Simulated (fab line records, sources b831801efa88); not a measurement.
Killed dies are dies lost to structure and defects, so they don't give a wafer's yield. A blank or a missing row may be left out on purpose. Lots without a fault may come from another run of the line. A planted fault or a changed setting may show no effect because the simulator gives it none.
A struck lot beside a sound one | flow gf180mcu | 47 steps out of a route of 602
Sound: wafers L150.1, L150.3, L150.6. Struck: wafers L149.4, L149.5, L149.6. The cause comes at the end.
At each step with rows: each side's tool, then ch and its chambers, then its first start. Under that, the readings that differ: sound wafers | struck wafers | difference of the means | sigmas: that difference in standard deviations of wafers without a fault.
alike: readings whose means differ by less than 2 such deviations, and words and numbers that are the same on both sides. not compared: withheld readings, readings that some wafer has no value for, bounds like >300 that may hide the same value, and numbers for which the record gives no deviation and whose values overlap.
The two part at a step that has a row with sigmas, a row that says differs or no value, or rows on one side only. Numbers that don't overlap but have no deviation are shown without sigmas and don't part them. A reading that every wafer of one side lacks parts them only if that side has two wafers or more.

first, 5 steps without rows for these wafers: GF_NWELL_COAT_02 (resist thk 3000 nm); GF_NWELL_SOFTBAKE_03; GF_NWELL_EXPOSE_04 (exposes mask Nwell, target cd 860 nm); GF_NWELL_PEB_05; GF_NWELL_DEVELOP_06 (develop time 60 s).
GF_NWELL_OVL_MEAS_07:
  sound on overlay-02, day 7 14:33; struck on overlay-02, day 7 09:32
  reading        | sound         | struck         | difference | sigmas
  NWELL_OVL (nm) | -0.8 0.4 -0.9 | -4.5 -4.0 -2.4 | -3.2       | -2
then, 2 steps without rows for these wafers: GF_NWELL_IMPLANT_08; GF_NWELL_IMPLANT_09.
GF_NWELL_STRIP_10: strips in O2/N2.
  sound on plasma_asher-01 ch 0,1, day 7 14:53; struck on plasma_asher-02 ch 0,1, day 7 09:53
  alike: drypump_motor_current_A, heater_power_w, oes_product_au, strip_time_to_endpoint_s
  not compared: rf_hours_counter_h
GF_NWELL_TW_MEAS_11:
  sound on film_metro-03, day 7 14:59; struck on film_metro-03, day 7 09:59
  alike: NWELL_TW
then, 2 steps without rows for these wafers: GF_LVPWELL_DEHYDRATE_00 (time 60 s); GF_LVPWELL_HMDS_01 (prime time 60 s).
GF_LVPWELL_COAT_02: resist thk 3000 nm.
  sound on litho_track-03 ch 0, day 7 22:43; struck on litho_track-03, day 7 17:47
  no value came back on the struck wafers for chill_plate_temp_C (C), dispense_pressure_kPa (kPa), spin_speed_rpm (rpm); on the sound wafers chill_plate_temp_C (C) reads 23.04 22.97 22.90
then, 4 steps without rows for these wafers: GF_LVPWELL_SOFTBAKE_03; GF_LVPWELL_EXPOSE_04 (exposes mask LVPWELL, target cd 600 nm); GF_LVPWELL_PEB_05; GF_LVPWELL_DEVELOP_06 (develop time 60 s).
GF_LVPWELL_OVL_MEAS_07:
  sound on overlay-01, day 8 06:46; struck on overlay-01, day 8 02:23
  reading          | sound        | struck | difference                    | sigmas
  LVPWELL_OVL (nm) | 0.8 -0.4 1.8 | - - -  | no value on the struck wafers |
then, 2 steps without rows for these wafers: GF_LVPWELL_IMPLANT_08; GF_LVPWELL_IMPLANT_09.
GF_LVPWELL_STRIP_10: strips in O2/N2.
  sound on plasma_asher-01 ch 0,1, day 8 07:06; struck on plasma_asher-04 ch 0,1, day 8 02:45
  no value came back on the struck wafers for oes_product_au (a.u.), strip_time_to_endpoint_s (s); on the sound wafers oes_product_au (a.u.) reads 0.721 0.722 0.718
  alike: drypump_motor_current_A, heater_power_w
  not compared: rf_hours_counter_h
GF_LVPWELL_TW_MEAS_11:
  sound on film_metro-03, day 8 07:12; struck on film_metro-04, day 8 02:50
  alike: LVPWELL_TW
then, 7 steps without rows for these wafers: GF_MVSD_DEHYDRATE_00 (time 60 s); GF_MVSD_HMDS_01 (prime time 60 s); GF_MVSD_COAT_02 (resist thk 3000 nm); GF_MVSD_SOFTBAKE_03; GF_MVSD_EXPOSE_04 (exposes mask MVSD, target cd 1000 nm); GF_MVSD_PEB_05; GF_MVSD_DEVELOP_06 (develop time 60 s).
GF_MVSD_OVL_MEAS_07:
  sound on overlay-01, day 9 00:34; struck on overlay-01, day 8 18:56
  reading       | sound          | struck      | difference | sigmas
  MVSD_OVL (nm) | -2.8 -1.1 -1.8 | 2.3 2.7 0.8 | +3.8       | +2
then, 2 steps without rows for these wafers: GF_MVSD_IMPLANT_08; GF_MVSD_IMPLANT_09.
GF_MVSD_STRIP_10: strips in O2/N2.
  sound on plasma_asher-03 ch 0,1, day 9 00:55; struck on plasma_asher-03 ch 0,1, day 8 19:17
  alike: drypump_motor_current_A, heater_power_w, oes_product_au, strip_time_to_endpoint_s
  not compared: rf_hours_counter_h
GF_MVSD_TW_MEAS_11:
  sound on film_metro-04, day 9 01:01; struck on film_metro-03, day 8 19:23
  alike: MVSD_TW
then, 7 steps without rows for these wafers: GF_MVPSD_DEHYDRATE_00 (time 60 s); GF_MVPSD_HMDS_01 (prime time 60 s); GF_MVPSD_COAT_02 (resist thk 3000 nm); GF_MVPSD_SOFTBAKE_03; GF_MVPSD_EXPOSE_04 (exposes mask MVPSD, target cd 1000 nm); GF_MVPSD_PEB_05; GF_MVPSD_DEVELOP_06 (develop time 60 s).
GF_MVPSD_OVL_MEAS_07:
  sound on overlay-01, day 9 18:19; struck on overlay-02, day 9 12:10
  alike: MVPSD_OVL
GF_MVPSD_TW_MEAS_11:
  sound on film_metro-03, day 9 18:45; struck on film_metro-04, day 9 12:37
  reading  | sound             | struck            | difference | sigmas
  MVPSD_TW | 559.4 559.6 560.9 | 701.5 703.2 701.0 | +141.9     | +49
GF_VT_IMPLANT_TW_MEAS_10:
  sound on film_metro-01, day 10 12:33; struck on film_metro-01, day 10 06:11
  reading       | sound       | struck      | difference | sigmas
  VT_IMPLANT_TW | 567 567 563 | 705 701 703 | +137       | +33
GF_VT_IMPLANT_TW_MEAS_21:
  sound on film_metro-04, day 11 06:45; struck on film_metro-04, day 11 00:17
  reading         | sound          | struck         | difference | sigmas
  VT_IMPLANT_2_TW | 1231 1235 1230 | 1263 1264 1273 | +35        | +3
GF_VT_IMPLANT_TW_MEAS_32:
  sound on film_metro-01, day 12 00:35; struck on film_metro-04, day 11 17:25
  reading         | sound             | struck            | difference | sigmas
  VT_IMPLANT_3_TW | 269.1 269.9 269.9 | 587.2 584.0 581.6 | +314.6     | +99 or more
GF_VT_IMPLANT_TW_MEAS_43:
  sound on film_metro-04, day 12 19:13; struck on film_metro-02, day 12 12:44
  reading         | sound       | struck      | difference | sigmas
  VT_IMPLANT_4_TW | 701 702 701 | 777 778 778 | +76        | +13

WHERE THEY PART
First at GF_NWELL_OVL_MEAS_07; last, within this record, at GF_VT_IMPLANT_TW_MEAS_43.

WHY: what the simulator had put in
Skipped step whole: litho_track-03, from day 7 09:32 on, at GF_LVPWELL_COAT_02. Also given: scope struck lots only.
